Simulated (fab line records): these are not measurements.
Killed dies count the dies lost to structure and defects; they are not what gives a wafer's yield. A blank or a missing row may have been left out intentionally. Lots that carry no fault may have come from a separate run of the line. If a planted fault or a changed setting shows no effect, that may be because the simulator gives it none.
Which of the tools did it? + flow gf180mcu + 14 lots, 42 wafers sampled, at 4 steps of a route of 602

== WHAT THE GAUGES SHOWED, per wafer ==
GF_VT_IMPLANT_OVL_MEAS_40. Usual: for VT_IMPLANT_03_OVL the level is 0.4 nm and the standard deviation is 1.3.
| lot  | measured     | on         | VT_IMPLANT_03_OVL (nm) | flag |
|------|--------------|------------|------------------------|------|
| L214 | day 8 01:37  | overlay-01 | 0.7 1.5 2.8            |      |
| L215 | day 8 08:17  | overlay-02 | 0.0 -1.6 0.7           |      |
| L216 | day 8 18:53  | overlay-02 | -1.7 -0.5 1.0          |      |
| L217 | day 8 23:16  | overlay-01 | -0.3 -1.0 -0.5         |      |
| L218 | day 9 05:31  | overlay-02 | -0.7 0.4 1.1           |      |
| L220 | day 9 15:58  | overlay-02 | -0.5 1.0 -1.2          |      |
| L221 | day 9 23:49  | overlay-01 | -1.1 0.5 -0.5          |      |
| L224 | day 10 20:55 | overlay-02 | 3.5 1.8 0.8            |      |
| L226 | day 11 16:01 | overlay-02 | 3.4 1.2 1.0            |      |
| L227 | day 11 20:37 | overlay-02 | -0.2 -1.7 0.8          |      |
| L231 | day 13 00:34 | overlay-02 | 0.1 -0.3 -0.7          |      |
| L232 | day 13 06:40 | overlay-02 | 0.4 -0.2 -0.9          |      |
| L233 | day 13 08:28 | overlay-01 | -0.9 2.4 0.0           |      |
| L234 | day 13 23:16 | overlay-01 | -2.9 -1.3 0.0          |      |

GF_POLY_GATE_OVL_MEAS_11. Usual: for POLY_GATE_OVL the level is 3 nm and the standard deviation is 4.9.
| lot  | measured     | on         | POLY_GATE_OVL (nm) | flag |
|------|--------------|------------|--------------------|------|
| L214 | day 9 17:11  | overlay-01 | -4 -6 -4           |      |
| L215 | day 9 23:57  | overlay-01 | 5 1 6              |      |
| L216 | day 10 11:41 | overlay-02 | -1 -1 -3           |      |
| L217 | day 10 17:23 | overlay-01 | 2 1 1              |      |
| L218 | day 11 02:20 | overlay-02 | 9 5 15             |      |
| L220 | day 11 09:50 | overlay-01 | -2 -4 10           |      |
| L221 | day 11 20:53 | overlay-02 | 2 4 3              |      |
| L224 | day 12 17:32 | overlay-02 | 5 4 0              |      |
| L226 | day 13 13:41 | overlay-01 | 2 5 -4             |      |
| L227 | day 13 18:32 | overlay-02 | 5 5 -3             |      |
| L231 | day 15 00:11 | overlay-02 | 8 5 0              |      |
| L232 | day 15 06:26 | overlay-02 | 3 8 6              |      |
| L233 | day 15 08:47 | overlay-01 | 3 6 7              |      |
| L234 | day 16 01:05 | overlay-01 | 7 1 2              |      |

== WHICH TOOL RAN EACH LOT (tool, then ch and the chambers of the sampled wafers, then the start) ==
| lot  | GF_MVPSD_STRIP_10                    | GF_POLY_GATE_SOFTBAKE_06          |
|------|--------------------------------------|-----------------------------------|
| L214 | plasma asher-01 ch 0,1, day 5 13:18  | litho track-02 ch 0, day 9 08:00  |
| L215 | plasma asher-03 ch 0,1, day 5 18:42  | litho track-03 ch 0, day 9 14:00  |
| L216 | plasma asher-01 ch 1, day 6 04:03    | litho track-04 ch 0, day 10 02:00 |
| L217 | plasma asher-03 ch 0,1, day 6 09:03  | litho track-02 ch 0, day 10 08:00 |
| L218 | plasma asher-03 ch 0,1, day 6 11:54  | litho track-03 ch 0, day 10 17:00 |
| L220 | plasma asher-01 ch 0,1, day 6 23:09  | litho track-02 ch 0, day 11 00:00 |
| L221 | plasma asher-01 ch 0,1, day 7 04:51  | litho track-02 ch 0, day 11 11:00 |
| L224 | plasma asher-03 ch 0,1, day 7 23:33  | litho track-03 ch 0, day 12 07:00 |
| L226 | plasma asher-04 ch 0,1, day 8 15:39  | litho track-03 ch 0, day 13 03:00 |
| L227 | plasma asher-04 ch 0,1, day 8 21:27  | litho track-04 ch 0, day 13 08:00 |
| L231 | plasma asher-04 ch 0,1, day 9 22:03  | litho track-02 ch 0, day 14 12:00 |
| L232 | plasma asher-03 ch 0,1, day 10 02:24 | litho track-02 ch 0, day 14 19:00 |
| L233 | plasma asher-01 ch 0,1, day 10 05:30 | litho track-04 ch 0, day 14 22:00 |
| L234 | plasma asher-03 ch 0,1, day 10 17:51 | litho track-02 ch 0, day 15 13:00 |
- GF_MVPSD_STRIP_10: strips in O2/N2.
- GF_POLY_GATE_SOFTBAKE_06: time 60 s.

== AS READ BY THE TOOLS THEMSELVES (means over the sampled wafers that have a number; for cases with no such wafer, the mark the record gives instead) ==
GF_MVPSD_STRIP_10. Usual: drypump motor current A 5.7 A, standard deviation 0.72; heater power w 336 W, standard deviation 21; oes product au 0.722 a.u., standard deviation 0.0041; strip time to endpoint s 36.94 s, standard deviation 0.11.
| lot  | tool            | drypump motor current A (A) | heater power w (W) | oes product au (a.u.) | strip time to endpoint s (s) | flag |
|------|-----------------|-----------------------------|--------------------|-----------------------|------------------------------|------|
| L214 | plasma asher-01 | 5.6                         | 332                | 0.719                 | 36.98                        |      |
| L215 | plasma asher-03 | 5.4                         | 343                | 0.724                 | 36.90                        |      |
| L216 | plasma asher-01 | 5.0                         | 310                | 0.721                 | 37.08                        |      |
| L217 | plasma asher-03 | 5.4                         | 342                | 0.718                 | 36.97                        |      |
| L218 | plasma asher-03 | 5.4                         | 339                | 0.723                 | 37.13                        |      |
| L220 | plasma asher-01 | 6.1                         | 353                | 0.719                 | 36.95                        |      |
| L221 | plasma asher-01 | 6.1                         | 352                | 0.721                 | 36.80                        |      |
| L224 | plasma asher-03 | 5.4                         | 343                | 0.724                 | 36.63                        |      |
| L226 | plasma asher-04 | 5.5                         | 328                | 0.724                 | 36.85                        |      |
| L227 | plasma asher-04 | 6.1                         | 333                | 0.723                 | 36.90                        |      |
| L231 | plasma asher-04 | 5.5                         | 324                | 0.723                 | 36.79                        |      |
| L232 | plasma asher-03 | 5.4                         | 342                | 0.720                 | 36.95                        |      |
| L233 | plasma asher-01 | 5.6                         | 327                | 0.720                 | 37.00                        |      |
| L234 | plasma asher-03 | 5.4                         | 342                | 0.723                 | 36.96                        |      |

GF_POLY_GATE_SOFTBAKE_06. Usual: resist line temp C 22.99 C, standard deviation 0.1; run length s 88.90 s, standard deviation 0.13.
| lot  | tool           | resist line temp C (C) | run length s (s) | flag |
|------|----------------|------------------------|------------------|------|
| L214 | litho track-02 | 23.02                  | 89.03            |      |
| L215 | litho track-03 | 22.95                  | 88.77            |      |
| L216 | litho track-04 | 22.99                  | 88.98            |      |
| L217 | litho track-02 | 23.02                  | 88.93            |      |
| L218 | litho track-03 | 23.02                  | 88.81            |      |
| L220 | litho track-02 | 22.90                  | 88.95            |      |
| L221 | litho track-02 | 22.98                  | 88.95            |      |
| L224 | litho track-03 | 22.97                  | 98.61            | OFF  |
| L226 | litho track-03 | 22.96                  | 98.70            | OFF  |
| L227 | litho track-04 | 23.04                  | 89.04            |      |
| L231 | litho track-02 | 22.98                  | 88.99            |      |
| L232 | litho track-02 | 23.00                  | 88.91            |      |
| L233 | litho track-04 | 23.11                  | 88.93            |      |
| L234 | litho track-02 | 22.95                  | 88.99            |      |

== THE ANSWER, worked out from the rows above alone ==
Rule: a lot counts as off when the mean over its wafers that have a number is more than 3 standard deviations away from the usual mean. A lot without any number at a reading at which 4 lots or more have one is off too. Where the step has rows for the other lots, those lots are counted as sound. The gauges are gone through in route order, then the tools' own readings, and for those a lot's mean is taken as printed above. At the first step where some lot is off, the reading lying furthest off is the one used; lots without a number count as furthest.
Off, at GF_POLY_GATE_SOFTBAKE_06 on run length s: L224, L226.
If a tool, at that step or one of the process steps before it, ran each lot that is off and ran no sound lot following the first of them, it fits. One fits: GF_POLY_GATE_SOFTBAKE_06 on litho track-03. A fault onset in the window from L218 (day 10 17:00, its last sound lot) to L224 (day 12 07:00, its first lot off) fits.
The tool's own readings at GF_POLY_GATE_SOFTBAKE_06 bear it out: on the lots that are off they differ by more than 5 times the standard deviation of the sound lots' means. run length s reads 98.66 s there against 88.94 s on the sound lots.

== WHAT HAD BEEN PUT IN BY THE SIMULATOR ==
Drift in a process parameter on litho track-03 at GF_POLY_GATE_SOFTBAKE_06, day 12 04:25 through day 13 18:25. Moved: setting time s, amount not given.
Lots struck among those shown: L224, L226. Same finding as the rule above.
